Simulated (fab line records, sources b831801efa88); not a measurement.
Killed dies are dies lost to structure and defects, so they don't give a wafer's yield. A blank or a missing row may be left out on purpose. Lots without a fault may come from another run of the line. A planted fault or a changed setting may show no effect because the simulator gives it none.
Chamber matching | flow gf180mcu | GF_V5_CMP_26 on cmp-02: 4 sister chambers
The step polishes, stops on SiO2, t overpolish 15 s, target thk 0 nm. 8 wafers are shown with their chamber, then 12 later ones without.

WAFERS WITH THEIR CHAMBER
wafer  | chamber | motor_current_A (A) | time_to_endpoint_s (s)
L090.1 | 3       | 10.0                | 90
L090.6 | 2       | 10.2                | 91
L091.2 | 0       | 10.2                | 88
L091.3 | 2       | 10.3                | 89
L091.6 | 1       | 11.2                | 85
L094.2 | 0       | 10.6                | 83
L094.3 | 1       | 12.4                | 85
L094.4 | 3       | 9.3                 | 88

WAFERS WITHOUT THEIR CHAMBER
wafer  | motor_current_A (A) | time_to_endpoint_s (s)
L093.1 | 11.7                | 83
L093.2 | 10.6                | 88
L093.5 | 11.2                | 86
L095.1 | 9.3                 | 92
L095.5 | 12.2                | 90
L095.6 | 10.4                | 89
L096.3 | 9.9                 | 88
L096.5 | 9.6                 | 91
L096.6 | 10.5                | 87
L097.2 | 10.7                | 87
L097.4 | 10.1                | 93
L097.5 | 11.0                | 87

WHICH CHAMBER EACH WENT THROUGH
wafer  | from the rows above               | in truth
L093.1 | can't be placed: 1 or 0           | 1
L093.2 | can't be placed: 2 or 0 or 3 or 1 | 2
L093.5 | can't be placed: 1 or 0 or 2      | 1
L095.1 | can't be placed: 3 or 2           | 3
L095.5 | can't be placed: 1 or 2 or 0      | 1
L095.6 | can't be placed: 2 or 3 or 0      | 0
L096.3 | can't be placed: 3 or 2 or 0      | 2
L096.5 | can't be placed: 3 or 2           | 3
L096.6 | can't be placed: 0 or 2 or 3 or 1 | 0
L097.2 | can't be placed: 0 or 2 or 3 or 1 | 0
L097.4 | can't be placed: 2 or 3           | 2
L097.5 | can't be placed: 0 or 1 or 2 or 3 | 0
Placed correctly: 0 of 12. Can't be placed from these rows: 12 (the true chamber is among the candidates in 12). Placed wrongly: 0.
How it was worked out, from the rows above alone: a wafer's distance from a chamber is the root of the sum, over the readings, of the square of ((its reading less the chamber's mean) divided by the reading's scatter). The wafer belongs to the nearest chamber; if the next one is less than 2 further off, it can't be placed. A chamber's mean is the mean of its shown wafers. The scatter: the root of (the sum of the squares of (reading less its chamber's mean) over the shown wafers, divided by (wafers less chambers)).
